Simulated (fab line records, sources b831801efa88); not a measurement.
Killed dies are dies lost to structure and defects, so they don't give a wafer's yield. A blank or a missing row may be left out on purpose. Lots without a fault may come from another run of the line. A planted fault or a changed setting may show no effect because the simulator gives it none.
A struck lot beside a sound one | flow gf180mcu | 44 steps out of a route of 602
Sound: wafers L674.2, L674.3, L674.6. Struck: wafers L683.2, L683.3, L683.5. The cause comes at the end.
At each step with rows: each side's tool, then ch and its chambers, then its first start. Under that, the readings that differ: sound wafers | struck wafers | difference of the means | sigmas: that difference in standard deviations of wafers without a fault.
alike: readings whose means differ by less than 2 such deviations, and words and numbers that are the same on both sides. not compared: withheld readings, readings that some wafer has no value for, bounds like >300 that may hide the same value, and numbers for which the record gives no deviation and whose values overlap.
The two part at a step that has a row with sigmas, a row that says differs or no value, or rows on one side only. Numbers that don't overlap but have no deviation are shown without sigmas and don't part them. A reading that every wafer of one side lacks parts them only if that side has two wafers or more.

first, 7 steps without rows for these wafers: GF_DUAL_GATE_DEHYDRATE_04 (time 60 s); GF_DUAL_GATE_HMDS_05 (prime time 60 s); GF_DUAL_GATE_COAT_06 (resist thk 1000 nm); GF_DUAL_GATE_SOFTBAKE_07 (time 60 s); GF_DUAL_GATE_EXPOSE_08 (exposes mask Dualgate, target cd 700 nm); GF_DUAL_GATE_PEB_09; GF_DUAL_GATE_DEVELOP_10 (develop time 60 s).
GF_DUAL_GATE_OVL_MEAS_11:
  sound on overlay-01, day 8 17:26; struck on overlay-02, day 11 06:42
  reading            | sound       | struck         | difference | sigmas
  DUAL_GATE_OVL (nm) | 2.9 2.5 1.2 | -0.8 -1.7 -0.9 | -3.3       | -2
then, 1 step without rows for these wafers: GF_DUAL_GATE_WET_ETCH_12 (etches SiO2 in dHF, target depth 13 nm, time 260 s).
GF_DUAL_GATE_STRIP_13: strips in O2/N2.
  sound on plasma_asher-01 ch 0,1, day 8 17:32; struck on plasma_asher-01 ch 0,1, day 11 06:49
  alike: drypump_motor_current_A, heater_power_w, o2_flow_sccm, oes_product_au, strip_time_to_endpoint_s
  not compared: rf_hours_counter_h
then, 2 steps without rows for these wafers: GF_DUAL_GATE_CLEAN_14 (cleans in SC1/SC2, time 150 s); GF_DUAL_GATE_OXIDATION_15 (stabilise 600 s, purge 300 s, target thk 7.098 nm).
GF_POLY_GATE_CVD_00: deposits poly-Si, target thk 200 nm, time 1200 s.
  sound on lpcvd-02 ch 0, day 8 19:16; struck on lpcvd-02 ch 0, day 11 08:53
  reading                                       | sound             | struck            | difference | sigmas
  model.poly-Si_of_POLY_GATE_CVD_00.thk_nm (nm) | 200.9 200.9 203.5 | 210.2 210.9 209.8 | +8.5       |
  alike: zone_power_bottom_pct, zone_power_centre_pct, zone_power_top_pct
GF_POLY_GATE_THK_MEAS_01:
  sound on film_metro-01, day 8 20:37; struck on film_metro-03, day 11 10:13
  reading                   | sound             | struck            | difference | sigmas
  POLY_GATE_CVD_00_THK (nm) | 200.8 200.9 203.6 | 210.1 210.9 209.9 | +8.5       | +4
then, 8 steps without rows for these wafers: GF_POLY_GATE_DEHYDRATE_02 (time 60 s); GF_POLY_GATE_HMDS_03 (prime time 60 s); GF_POLY_GATE_COAT_04; GF_POLY_GATE_COAT_05 (resist thk 700 nm); GF_POLY_GATE_SOFTBAKE_06 (time 60 s); GF_POLY_GATE_EXPOSE_07 (exposes mask Poly2, target cd 280 nm); GF_POLY_GATE_PEB_08 (peb time 91.92 s); GF_POLY_GATE_DEVELOP_09 (develop time 60 s).
GF_POLY_GATE_CD_MEAS_10: target cd 280 nm.
  sound on cd_sem-01, day 9 13:44; struck on cd_sem-02, day 12 05:44
  alike: cd_nm
GF_POLY_GATE_OVL_MEAS_11:
  sound on overlay-02, day 9 13:50; struck on overlay-02, day 12 05:50
  alike: POLY_GATE_OVL
GF_POLY_GATE_ETCH_12: etches BARC in N2/H2.
  sound on rie_diel-03 ch 2,3, day 9 13:52; struck on rie_diel-01 ch 0,3, day 12 05:52
  alike: bias_w, drypump_motor_current_A, oes_product_au, throttle_valve_pct
GF_POLY_GATE_ETCH_13: etches poly-Si in HBr/Cl2, stops on SiO2, target depth 198.5 nm, time 69.6 s.
  sound on rie_si-01 ch 1,3, day 9 13:55; struck on rie_si-02 ch 0,1, day 12 05:55
  alike: bias_w, drypump_motor_current_A, oes_product_au, throttle_valve_pct
  not compared: rf_hours_counter_h
GF_POLY_GATE_STRIP_14: strips in O2/N2.
  sound on plasma_asher-01 ch 0,1, day 9 13:58; struck on plasma_asher-01 ch 0,1, day 12 05:58
  alike: drypump_motor_current_A, heater_power_w, o2_flow_sccm, oes_product_au
  not compared: rf_hours_counter_h
then, 2 steps without rows for these wafers: GF_POLY_GATE_CLEAN_15 (cleans in SC1/SC2, time 150 s); GF_POLY_GATE_OXIDATION_16 (stabilise 600 s, purge 300 s, target thk 4 nm).
GF_POLY_GATE_THK_MEAS_17:
  sound on film_metro-03, day 9 16:06; struck on film_metro-01, day 12 07:37
  alike: POLY_GATE_OXIDATION_THK
GF_POLY_GATE_CD_MEAS_18:
  sound on cd_sem-01, day 9 16:11; struck on cd_sem-02, day 12 07:41
  reading    | sound             | struck            | difference | sigmas
  cd_nm (nm) | 281.9 281.5 281.5 | 275.5 276.1 275.4 | -6.0       | -3
then, 7 steps without rows for these wafers: GF_HV_LDD_DEHYDRATE_00 (time 60 s); GF_HV_LDD_HMDS_01 (prime time 60 s); GF_HV_LDD_COAT_02 (resist thk 1000 nm); GF_HV_LDD_SOFTBAKE_03 (time 60 s); GF_HV_LDD_EXPOSE_04 (exposes mask Nplus LV AREA, target cd 400 nm); GF_HV_LDD_PEB_05; GF_HV_LDD_DEVELOP_06 (develop time 60 s).
GF_HV_LDD_CD_MEAS_07: target cd 400 nm.
  sound on cd_sem-01, day 10 10:01; struck on cd_sem-02, day 13 03:23
  alike: cd_nm
GF_HV_LDD_OVL_MEAS_08:
  sound on overlay-02, day 10 10:07; struck on overlay-01, day 13 03:29
  alike: HV_LDD_OVL
then, 1 step without rows for these wafers: GF_HV_LDD_IMPLANT_09.
GF_HV_LDD_STRIP_10: strips in O2/N2.
  sound on plasma_asher-01 ch 1, day 10 10:18; struck on plasma_asher-04 ch 0,1, day 13 03:40
  alike: drypump_motor_current_A, heater_power_w, o2_flow_sccm, oes_product_au, strip_time_to_endpoint_s
  not compared: rf_hours_counter_h
-- the record jumps here: 6 days lie between the struck wafers' starts before and after (it left off in module HV_LDD and takes up again in module SALICIDE, whose first step shown is number 278 of the route) --
GF_SALICIDE_CLEAN_00: cleans in SC1/SC2, time 150 s.
  sound on wet_bench-04 ch 0, day 15 15:16; struck on wet_bench-03 ch 3, day 18 21:22
  reading                                       | sound             | struck            | difference | sigmas
  model.poly-Si_of_POLY_GATE_CVD_00.thk_nm (nm) | 199.6 199.6 202.3 | 208.9 209.6 208.6 | +8.5       |
GF_PASSIVATION_PROBE_99:
  the record has rows for the sound wafers here (prober-02, day 29 12:19) and none for the struck ones

WHERE THEY PART
First at GF_DUAL_GATE_OVL_MEAS_11; last, within this record, at GF_PASSIVATION_PROBE_99.

WHY: what the simulator had put in
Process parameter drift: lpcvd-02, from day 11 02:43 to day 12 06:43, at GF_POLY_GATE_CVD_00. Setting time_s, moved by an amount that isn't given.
